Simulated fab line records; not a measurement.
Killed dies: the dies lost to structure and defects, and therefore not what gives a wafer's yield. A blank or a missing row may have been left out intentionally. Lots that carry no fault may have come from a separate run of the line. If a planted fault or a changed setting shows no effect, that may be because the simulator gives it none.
fab line records | flow sky130
record: lots: 15 wafers: 45 last_day: 51
route steps=708 shown VIA4@659 METAL5@677 PAD_OPEN@701
lots that met no fault: from a run of the same line without faults
start_h: the number of hours between the record's first day and the start of the first shown wafer of the lot | wait_h: time in hours since the lot's previous step | " same as the row above | L1.1+2: a row that stands for several wafers | - no value, or no start given | * or withheld: withheld | < > ~ a bound
route shown NAME@n: a module of which the file shows steps, and the number in the route of the first | usual: mean and standard deviation over wafers with no fault | same: alike in all rows | chamber/n: place in a boat | sites: readings site by site | _std_site: standard deviation of those values | _edge_site: the outer-site mean with the inner-site mean subtracted | radius_mm: how far each site lies from the wafer's centre | mask NAME#n: copy n | behind: the most recent tool/chamber to have shaped the wafer | hold: what put the lot on hold/how long, in hours/how the hold closed | device: which transistor (n, p or np) failed to switch | end of line: the tests these same wafers got at the end of their route | a step with no rows: only its recipe | killed: at the first sort, the dies lost to defects and structure; wafer yield is something else | map: a wafer's dies, x killed, . not, _ none there
set.NAME: the setting as run; set.NAME@STEP: as run at that earlier step | model.NAME: the simulator's own value behind a step, which no gauge read
route steps across a sampled set of lots; one table per step, one row per wafer
services: the hour from which a tool's chamber was out of use, counted from the record's first day as start_h (under 0 if before that day), plus the number of hours and why
== steps ==
step: SKY_VIA4_THK_MEAS_20
recipe: thk_meas_gauge: xrf reads: W_of_VIA4_CVD_18
usual: VIA4_W_THK: 516/5.5
columns lot.wafer tool chamber start_h wait_h VIA4_W_THK[nm]
L932.4 film_metro-03 - 1014.28 0.1 514
L932.5 " - " " 513
L932.6 " - " " 517
L933.1 film_metro-02 - 1014.59 0.1 516
L933.2 " - " " 511
L933.5 " - " " 515
L934.4 film_metro-04 - 1027.98 0.1 515
L934.5 " - " " 515
L934.6 " - " " 512
L938.3 film_metro-02 - 1056.95 0.1 516
L938.5 " - " " 521
L938.6 " - " " 518
L940.1 film_metro-02 - 1066.39 0.1 523
L940.3 " - " " 515
L940.5 " - " " 517
L941.1 film_metro-03 - 1078.48 0.1 513
L941.3 " - " " 518
L941.5 " - " " 514
L943.1 film_metro-03 - 1084.78 0.1 518
L943.3 " - " " 523
L943.6 " - " " 521
L942.1 film_metro-04 - 1085.38 0.1 514
L942.2 " - " " 524
L942.4 " - " " 514
L944.2 film_metro-04 - 1093.03 0.1 510
L944.4 " - " " 512
L944.6 " - " " 508
L947.2 film_metro-04 - 1117.97 0.1 521
L947.3 " - " " 528
L947.4 " - " " 516
L948.2 film_metro-03 - 1121.90 0.1 520
L948.3 " - " " 517
L948.5 " - " " 515
L950.2 film_metro-02 - 1124.34 0.1 516
L950.3 " - " " 522
L950.6 " - " " 520
L952.1 film_metro-02 - 1129.35 0.1 520
L952.5 " - " " 519
L952.6 " - " " 518
L954.1 film_metro-03 - 1156.81 0.1 525
L954.4 " - " " 524
L954.5 " - " " 516
L953.1 film_metro-04 - 1176.47 0.1 505
L953.2 " - " " 505
L953.6 " - " " 505
step: SKY_METAL5_STRIP_16
recipe: chemistry: O2/N2 power_w: 1432 pressure_mtorr: 1500 platen_temp_c: withheld o2_flow_sccm: 3000 n2_flow_sccm: 300 overash_fraction: 0.5
usual: drypump_motor_current_A: 6.0/0.4 oes_product_au: 0.719/0.0044 strip_time_to_endpoint_s: 12.79/0.066
columns lot.wafer tool chamber start_h wait_h drypump_motor_current_A oes_product_au rf_hours_counter_h strip_time_to_endpoint_s
L932.4 plasma_asher-02 1 1037.83 0.1 6.2 0.712 - 12.74
L932.5 " 0 " " 6.1 0.722 - 12.77
L932.6 " 1 " " 6.2 0.719 - 12.75
L933.1 plasma_asher-03 1 1038.45 0.4 6.4 0.720 28 12.81
L933.2 " 0 " " 5.4 0.716 28 12.81
L933.5 " 1 " " 6.5 0.719 - 12.82
L934.4 plasma_asher-02 1 1051.14 0.1 6.2 0.723 - 12.65
L934.5 " 1 " " 6.2 0.716 - 12.83
L934.6 " 0 " " 6.1 0.716 - 12.70
L938.3 plasma_asher-03 0 1078.43 0.1 5.5 0.728 - 12.82
L938.5 " 1 " " 6.4 0.715 - 12.80
L938.6 " 0 " " 5.5 0.715 - 12.80
L940.1 plasma_asher-03 0 1088.17 0.4 5.4 0.719 34 12.77
L940.3 " 1 " " 6.4 0.716 - 12.84
L940.5 " 1 " " 6.4 0.717 - 12.80
L941.1 plasma_asher-03 1 1096.59 0.2 6.5 0.720 35 12.80
L941.3 " 1 " " 6.4 0.712 - 12.72
L941.5 " 1 " " 6.4 0.720 - 12.74
L943.1 plasma_asher-03 1 1109.50 0.2 6.4 0.715 36 12.83
L943.3 " 0 " " 5.5 0.718 - 12.98
L943.6 " 1 " " 6.4 0.723 - 12.96
L942.1 plasma_asher-02 0 1109.99 0.2 6.1 0.719 3 12.81
L942.2 " 1 " " 6.2 0.721 3 12.71
L942.4 " 0 " " 6.1 0.714 - 12.74
L944.2 plasma_asher-01 1 1116.70 0.2 5.6 0.717 68 12.83
L944.4 " 1 " " 5.6 0.724 - 12.85
L944.6 " 1 " " 5.6 0.726 - 12.78
L947.2 plasma_asher-03 0 1137.56 0.2 5.4 0.719 39 12.88
L947.3 " 0 " " 5.4 0.718 - 12.80
L947.4 " 1 " " 6.4 0.719 - 12.79
L948.2 plasma_asher-01 1 1141.50 0.2 5.6 0.724 70 12.76
L948.3 " 1 " " 5.6 0.724 - 12.81
L948.5 " 1 " " 5.6 0.711 - 12.65
L950.2 plasma_asher-02 1 1143.00 0.2 6.2 0.715 6 12.71
L950.3 " 1 " " 6.2 0.727 - 12.73
L950.6 " 0 " " 6.1 0.714 - 12.78
L952.1 plasma_asher-01 0 1147.70 0.2 6.3 0.719 71 12.77
L952.5 " 0 " " 6.3 0.719 - 12.75
L952.6 " 1 " " 5.6 0.718 - 12.79
L954.1 plasma_asher-03 0 1174.69 0.2 5.5 0.723 42 12.71
L954.4 " 1 " " 6.4 0.722 - 12.81
L954.5 " 0 " " 5.4 0.709 - 12.82
L953.1 plasma_asher-02 1 1192.79 0.2 6.3 0.724 11 12.78
L953.2 " 0 " " 6.1 0.718 11 12.85
L953.6 " 0 " " 6.1 0.717 - 12.77
step: SKY_PAD_OPEN_ETCH_07
recipe: chemistry: CF4/O2 target_depth_nm: 725 stop_on: AlCu source_w: 800 bias_w: 150 pressure_mtorr: 150 cf4_flow_sccm: 80 O2_flow_sccm: 10 time_s: 161.1
usual: O2_flow_sccm: 9.999/0.03 bias_w: 150.0/0.4 drypump_motor_current_A: 5.6/0.47 oes_product_au: 0.977/0.0068 throttle_valve_pct: 5.964/0.0097
columns lot.wafer tool chamber start_h wait_h O2_flow_sccm bias_w drypump_motor_current_A oes_product_au rf_hours_counter_h throttle_valve_pct
L932.4 rie_diel-04 3 1081.02 - 9.998 150.0 4.7 0.983 - 5.970
L932.5 " 1 " " 9.933 149.2 5.7 0.979 - 5.968
L932.6 " 2 " " 10.013 150.4 5.6 0.979 - 5.971
L933.1 rie_diel-03 3 1081.52 - 9.965 150.8 5.2 0.973 18 5.955
L933.2 " 0 " " 10.043 149.9 5.6 0.974 23 5.964
L933.5 " 2 " " 10.003 149.5 5.5 0.977 - 5.951
L934.4 rie_diel-01 0 1092.98 - 9.984 150.0 5.4 0.976 12 5.967
L934.5 " 3 " " 9.964 150.2 6.0 0.976 - 5.953
L934.6 " 2 " " 10.010 150.0 6.4 0.983 - 5.974
L938.3 rie_diel-03 1 1115.54 - 10.001 149.6 5.1 0.975 14 5.961
L938.5 " 0 " " 10.009 149.5 5.6 0.989 - 5.971
L938.6 " 1 " " 9.954 149.5 5.1 0.984 - 5.966
L940.1 rie_diel-01 0 1124.62 - - - - - - -
L940.3 " 3 " " - - - - - -
L940.5 " 0 " " - - - - - -
L941.1 rie_diel-04 1 1134.32 - - - - - - -
L941.3 " 0 " " - - - - - -
L941.5 " 3 " " - - - - - -
L943.1 rie_diel-03 3 1148.22 - 10.000 149.7 5.2 0.971 19 5.954
L943.3 " 1 " " 10.064 150.2 5.0 0.965 15 5.964
L943.6 " 3 " " 9.996 150.0 5.2 0.973 - 5.955
L942.1 rie_diel-01 1 1149.37 - - - - - - -
L942.2 " 0 " " - - - - - -
L942.4 " 1 " " - - - - - -
L944.2 rie_diel-01 3 1155.67 - 10.008 149.9 6.0 0.978 24 5.963
L944.4 " 0 " " 10.039 149.6 5.4 0.983 - 5.965
L944.6 " 0 " " 10.030 149.7 5.4 0.980 - 5.957
L947.2 rie_diel-03 0 1174.12 - 10.008 149.4 5.6 0.979 26 5.955
L947.3 " 3 " " 9.942 149.8 5.2 0.983 20 5.956
L947.4 " 1 " " 10.006 150.1 5.1 0.977 16 5.973
L948.2 rie_diel-03 0 1177.52 - 10.008 150.5 5.6 0.985 26 5.957
L948.3 " 2 " " 9.980 149.9 5.5 0.972 26 5.966
L948.5 " 3 " " 9.970 150.3 5.2 0.975 - 5.952
L950.2 rie_diel-04 0 1180.02 - 9.961 149.6 5.7 0.976 19 5.959
L950.3 " 2 " " 9.947 149.8 5.6 0.979 25 5.960
L950.6 " 0 " " 9.987 150.0 5.7 0.984 - 5.962
L952.1 rie_diel-01 1 1184.32 - 9.998 149.4 6.4 0.982 20 5.955
L952.5 " 0 " " 10.062 149.9 5.4 0.978 - 5.968
L952.6 " 1 " " 9.997 149.3 6.4 0.985 - 5.975
L954.1 rie_diel-04 1 1205.64 - 10.013 150.7 5.7 0.973 22 5.956
L954.4 " 3 " " 10.042 150.5 4.7 0.984 12 5.973
L954.5 " 2 " " 9.979 149.6 5.6 0.968 - 5.963
L953.1 rie_diel-01 0 1223.42 - 9.954 149.5 5.4 0.972 18 5.939
L953.2 " 3 " " 10.004 150.0 6.0 0.967 27 5.964
L953.6 " 1 " " 10.044 149.8 6.4 0.995 - 5.947
step: SKY_PAD_OPEN_BOW_MEAS_13
recipe: mode: bow
usual: PAD_OPEN_BOW: 42/9.7
columns lot.wafer tool chamber start_h wait_h PAD_OPEN_BOW[um]
L932.4 film_metro-01 - 1083.22 - 53
L932.5 " - " " 58
L932.6 " - " " 43
L933.1 film_metro-02 - 1083.71 - 35
L933.2 " - " " 35
L933.5 " - " " 57
L934.4 film_metro-03 - 1095.26 - 55
L934.5 " - " " 32
L934.6 " - " " 29
L938.3 film_metro-03 - 1117.81 - 24
L938.5 " - " " 32
L938.6 " - " " 26
L940.1 film_metro-01 - 1126.84 - 34
L940.3 " - " " 40
L940.5 " - " " 47
L941.1 film_metro-01 - 1136.51 - 55
L941.3 " - " " 53
L941.5 " - " " 51
L943.1 film_metro-02 - 1150.41 - 41
L943.3 " - " " 48
L943.6 " - " " 44
L942.1 film_metro-02 - 1151.62 - 24
L942.2 " - " " 33
L942.4 " - " " 31
L944.2 film_metro-02 - 1158.00 - 35
L944.4 " - " " 41
L944.6 " - " " 31
L947.2 film_metro-02 - 1176.44 - 57
L947.3 " - " " 48
L947.4 " - " " 58
L948.2 film_metro-03 - 1179.73 - 27
L948.3 " - " " 26
L948.5 " - " " 22
L950.2 film_metro-02 - 1182.95 - 38
L950.3 " - " " 40
L950.6 " - " " 46
L952.1 film_metro-03 - 1186.89 - 51
L952.5 " - " " 43
L952.6 " - " " 44
L954.1 film_metro-03 - 1207.84 - 38
L954.4 " - " " 40
L954.5 " - " " 57
L953.1 film_metro-03 - 1225.62 - 29
L953.2 " - " " 47
L953.6 " - " " 46
== services ==
columns tool chamber start_h hours kind
rie_diel-01 1 1017.66 4.4 repair
plasma_asher-01 - 1027.92 0.9 repair
rie_diel-01 2 1032.37 8.8 repair
rie_diel-03 3 1035.97 3.6 repair
rie_diel-03 0 1036.78 6.0 repair
rie_diel-03 - 1043.91 0.7 repair
rie_diel-01 - 1054.68 15.6 pm
plasma_asher-02 - 1055.31 9.0 pm
plasma_asher-02 - 1073.01 15.6 pm
rie_diel-04 0 1075.51 7.5 repair
rie_diel-03 3 1085.24 10.0 repair
plasma_asher-01 - 1091.74 1.8 repair
rie_diel-03 - 1094.25 14.6 pm
rie_diel-04 3 1112.92 9.6 repair
rie_diel-04 3 1124.31 5.6 repair
rie_diel-01 2 1139.96 45.6 repair
rie_diel-03 0 1144.17 9.6 repair
rie_diel-01 3 1149.26 6.2 repair
rie_diel-01 1 1154.00 1.8 repair
rie_diel-03 0 1156.58 11.0 repair
rie_diel-01 3 1177.03 2.9 repair
rie_diel-01 0 1186.59 3.4 repair
rie_diel-04 3 1209.08 13.6 repair
rie_diel-03 2 1220.42 3.5 repair
== key ==
first_sign: step: SKY_PAD_OPEN_ETCH_07 reading: tool_record direction: missing
effect none on later readings
met_at SKY_PAD_OPEN_ETCH_07
struck_lots L940,L941,L942
later_rows_left_out L940.1,L940.3,L940.5,L941.1,L941.3,L941.5,L942.1,L942.2,L942.4
sort_left_out L940.1,L940.3,L940.5,L941.1,L941.3,L941.5,L942.1,L942.2,L942.4
not_acting_at SKY_VIA4_THK_MEAS_20,SKY_METAL5_STRIP_16,SKY_PAD_OPEN_BOW_MEAS_13
onset_between 1092.98 1124.62
fault: kind: skipped_step_whole tool: rie_diel-01,rie_diel-04 chamber: - onset_h: 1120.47 steps: SKY_PAD_OPEN_ETCH_07 scope: struck_lots_only
sort_left_out: the simulated sort isn't trusted on such a fault, so these wafers' sort isn't shown, and their yield isn't known
later_rows_left_out: the simulator's readings of these wafers behind a module that went badly wrong aren't trusted and aren't shown, but for the sort
